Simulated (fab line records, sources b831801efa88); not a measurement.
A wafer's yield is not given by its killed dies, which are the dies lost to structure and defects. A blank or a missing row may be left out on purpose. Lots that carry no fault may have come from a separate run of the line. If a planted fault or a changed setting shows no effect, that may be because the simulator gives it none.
Comparing a struck lot with a sound one :: flow sky130 :: 42 out of 708 route steps
Sound: these wafers, L231.1, L231.3, L231.6. Struck: wafers L241.1, L241.5 (left out: L241.6, a lot-mate that was not struck); the cause follows at the end.
For every step that has rows: the tool of each side, followed by ch and its chambers, followed by its first start. Under that, the readings that differ: sound wafers :: struck wafers :: difference of the means :: sigmas: that difference in standard deviations of wafers without a fault.
alike: readings with means less than 2 such deviations apart, plus words and numbers identical on both sides. not compared: withheld readings, readings lacking a value on some wafer, bounds such as >300 that could conceal the same value, and numbers that have no deviation in the record and whose values overlap.
Wherever a step has rows on one side only, a row that says differs or no value, or a row with sigmas, the two part there. When numbers do not overlap yet have no deviation, they are printed without sigmas and do not part them. A reading missing from all wafers of one side parts the sides only when that side holds two or more wafers.

SKY_PWDE_TW_MEAS_10:
  sound on film-metro-03, day 4 14:06; struck on film-metro-04, day 6 21:54
  alike: PWDE_TW
then, 7 steps without rows for these wafers: SKY_NWELL_DEHYDRATE_03 (time 60 s); SKY_NWELL_HMDS_04 (prime time 60 s); SKY_NWELL_COAT_05 (resist thk 3000 nm); SKY_NWELL_SOFTBAKE_06; SKY_NWELL_EXPOSE_07 (exposes mask NWM, target cd 840 nm); SKY_NWELL_PEB_08; SKY_NWELL_DEVELOP_09 (develop time 60 s).
SKY_NWELL_OVL_MEAS_10:
  sound on overlay-01, day 5 06:50; struck on overlay-02, day 7 16:32
  alike: NWELL_00_OVL
then, 3 steps without rows for these wafers: SKY_NWELL_IMPLANT_11; SKY_NWELL_IMPLANT_12; SKY_NWELL_IMPLANT_13.
SKY_NWELL_STRIP_14: strips in O2/N2.
  sound on plasma-asher-01 ch 0,1, day 5 07:19; struck on plasma-asher-01 ch 0, day 7 17:01
  alike: drypump-motor-current-A, o2-flow-sccm, oes-product-au, strip-time-to-endpoint-s
  not compared: rf-hours-counter-h
SKY_NWELL_TW_MEAS_15:
  sound on film-metro-02, day 5 07:25; struck on film-metro-04, day 7 17:07
  alike: NWELL_TW
then, 7 steps without rows for these wafers: SKY_NWELL_DEHYDRATE_16 (time 60 s); SKY_NWELL_HMDS_17 (prime time 60 s); SKY_NWELL_COAT_18 (resist thk 3000 nm); SKY_NWELL_SOFTBAKE_19; SKY_NWELL_EXPOSE_20 (exposes mask NWM COMPLEMENT, target cd 840 nm); SKY_NWELL_PEB_21; SKY_NWELL_DEVELOP_22 (develop time 60 s).
SKY_NWELL_OVL_MEAS_23:
  sound on overlay-01, day 6 00:35; struck on overlay-02, day 8 12:34
  alike: NWELL_01_OVL
then, 1 step without rows for these wafers: SKY_NWELL_IMPLANT_24.
SKY_NWELL_STRIP_25: strips in O2/N2.
  sound on plasma-asher-01 ch 0,1, day 6 00:46; struck on plasma-asher-02 ch 0,1, day 8 12:45
  alike: drypump-motor-current-A, o2-flow-sccm, oes-product-au, strip-time-to-endpoint-s
  not compared: rf-hours-counter-h
SKY_NWELL_TW_MEAS_26:
  sound on film-metro-03, day 6 00:52; struck on film-metro-02, day 8 12:51
reading: NWELL_2_TW
sound: 495.7 497.4 496.4
struck: 491.2 489.2
difference: -6.3
sigmas: -2
then, 1 step without rows for these wafers: SKY_NWELL_CLEAN_27 (cleans in SC1/SC2, time 150 s).
SKY_NWELL_RTA_28: time 30 s.
  sound on rtp-anneal-01 ch 0, day 6 00:59; struck on rtp-anneal-02 ch 0, day 8 12:58
  alike: lamp-power-pct, wafer_temp_C_max
SKY_NWELL_RS_MEAS_29: the measuring method here is four-point-probe.
  sound on film-metro-03, day 6 01:05; struck on film-metro-03, day 8 13:04
  alike: NWELL_RS
SKY_NWELL_RS_MEAS_31: the measuring method here is four-point-probe.
  sound on film-metro-03, day 6 01:20; struck on film-metro-03, day 8 13:18
  alike: PWDE_RS
then, 7 steps without rows for these wafers: SKY_VT_ADJUST_HVTP_DEHYDRATE_00 (time 60 s); SKY_VT_ADJUST_HVTP_HMDS_01 (prime time 60 s); SKY_VT_ADJUST_HVTP_COAT_02 (resist thk 1140 nm); SKY_VT_ADJUST_HVTP_SOFTBAKE_03 (time 60 s); SKY_VT_ADJUST_HVTP_EXPOSE_04 (exposes mask HVTPM, target cd 380 nm); SKY_VT_ADJUST_HVTP_PEB_05; SKY_VT_ADJUST_HVTP_DEVELOP_06 (develop time 60 s).
SKY_VT_ADJUST_HVTP_CD_MEAS_07 targets a cd of 380 nm.
  sound on cd-sem-01, day 6 19:31; struck on cd-sem-01, day 9 10:14
reading: cd-nm (nm)
sound: 385.8 382.9 384.0
struck: 374.7 375.5
difference: -9.1
sigmas: -4
SKY_VT_ADJUST_HVTP_OVL_MEAS_08:
  sound on overlay-02, day 6 19:38; struck on overlay-02, day 9 10:22
  alike: VT_ADJUST_HVTP_OVL
then, 1 step without rows for these wafers: SKY_VT_ADJUST_HVTP_IMPLANT_09.
SKY_VT_ADJUST_HVTP_STRIP_10: strips in O2/N2.
  sound on plasma-asher-04 ch 0,1, day 6 19:49; struck on plasma-asher-03 ch 1, day 9 10:32
reading: o2-flow-sccm (sccm)
sound: 3011 3013 3015
struck: 2991 2996
difference: -20
sigmas: -2
  alike: drypump-motor-current-A, oes-product-au, strip-time-to-endpoint-s
  not compared: rf-hours-counter-h
SKY_VT_ADJUST_HVTP_TW_MEAS_11:
  sound on film-metro-02, day 6 19:55; struck on film-metro-04, day 9 10:38
  alike: VT_ADJUST_HVTP_TW
-- the record jumps here: 40 days lie between the struck wafers' starts before and after (it left off in module VT_ADJUST_HVTP and takes up again in module PAD_OPEN, whose first step shown is number 708 of the route) --
SKY_PAD_OPEN_PROBE_99:
  sound on prober-02, day 46 14:26; struck on prober-02, day 49 00:41
reading: killed-at-front-end
sound: 14 16 16
struck: 62 62
difference: +47
sigmas: +9

reading: killed-dies
sound: 81 83 106
struck: 130 136
difference: +43
sigmas: +4
  alike: killed_at_M0_to_M3, killed_at_M4_up, killed-at-contacts, killed-at-other, killed-open, killed-short

== WHERE THEY PART ==
Last at SKY_PAD_OPEN_PROBE_99 as far as this record goes, first at SKY_NWELL_TW_MEAS_26.

WHY: the cause the simulator had injected
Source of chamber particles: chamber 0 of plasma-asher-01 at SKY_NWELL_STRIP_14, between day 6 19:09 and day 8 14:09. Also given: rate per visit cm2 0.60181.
